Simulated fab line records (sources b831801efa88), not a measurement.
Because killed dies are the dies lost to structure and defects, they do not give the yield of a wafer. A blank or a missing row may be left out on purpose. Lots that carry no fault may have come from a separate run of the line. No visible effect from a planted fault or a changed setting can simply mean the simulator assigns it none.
Which of the tools did it? | flow gf180mcu | 20 wafers from 7 lots sampled at 3 of the route's 602 steps

== WHAT THE GAUGES SHOWED, per wafer ==
GF_V4_CD_MEAS_14 targets a cd of 260 nm.
lot  | measured     | on        | cd-nm (nm)
L526 | day 24 23:39 | cd-sem-02 | 258.9 260.2 258.2
L528 | day 25 15:40 | cd-sem-02 | 259.6 260.2 261.2
L530 | day 26 00:16 | cd-sem-02 | 259.0 260.1 259.1
L532 | day 27 04:18 | cd-sem-02 | 259.4 258.7
L540 | day 29 05:53 | cd-sem-02 | 259.4 260.2 259.4
L544 | day 30 07:21 | cd-sem-02 | 258.5 258.1 257.5
L548 | day 31 08:53 | cd-sem-02 | 256.4 257.6 257.1

== EACH LOT AND THE TOOL THAT RAN IT (in order: tool; ch and the chambers of the sampled wafers; start) ==
lot  | GF_V3_CMP_04                  | GF_V4_CMP_04
L526 | cmp-01 ch 0,1,3, day 22 01:17 | cmp-02 ch 1,2,3, day 24 01:23
L528 | cmp-02 ch 0,2,3, day 22 18:05 | cmp-01 ch 0,2, day 24 17:56
L530 | cmp-01 ch 2,3, day 23 03:23   | cmp-01 ch 0,3, day 25 02:36
L532 | cmp-01 ch 0,3, day 24 08:55   | cmp-02 ch 0,3, day 26 07:23
L540 | cmp-01 ch 1,3, day 26 13:53   | cmp-02 ch 0,1, day 28 10:04
L544 | cmp-01 ch 0,1, day 27 17:24   | cmp-01 ch 0,2, day 29 12:18
L548 | cmp-01 ch 0,2,3, day 28 23:02 | cmp-01 ch 0,1, day 30 14:17
- GF_V3_CMP_04: polishes SiO2.
- GF_V4_CMP_04: polishes SiO2.

== THE ANSWER, worked out from the rows above alone ==
Rule: usual is defined by the lots themselves. The widest of any qualifying gaps counts: lots, ordered by their means at a reading, are off when they make up no more than a third of the lots, leave a main group of 4 or more, and stand apart from it by 3 or more times the standard deviation of that group's means. A main group whose means are all the same, to the digits that the tables above print for the reading, isn't used. A lot without any number at a reading at which 4 lots or more have one is off too. Where the step has rows for the other lots, those lots are counted as sound.
Nothing can be told from this: no lot is off at any reading shown.

== WHAT HAD BEEN PUT IN BY THE SIMULATOR ==
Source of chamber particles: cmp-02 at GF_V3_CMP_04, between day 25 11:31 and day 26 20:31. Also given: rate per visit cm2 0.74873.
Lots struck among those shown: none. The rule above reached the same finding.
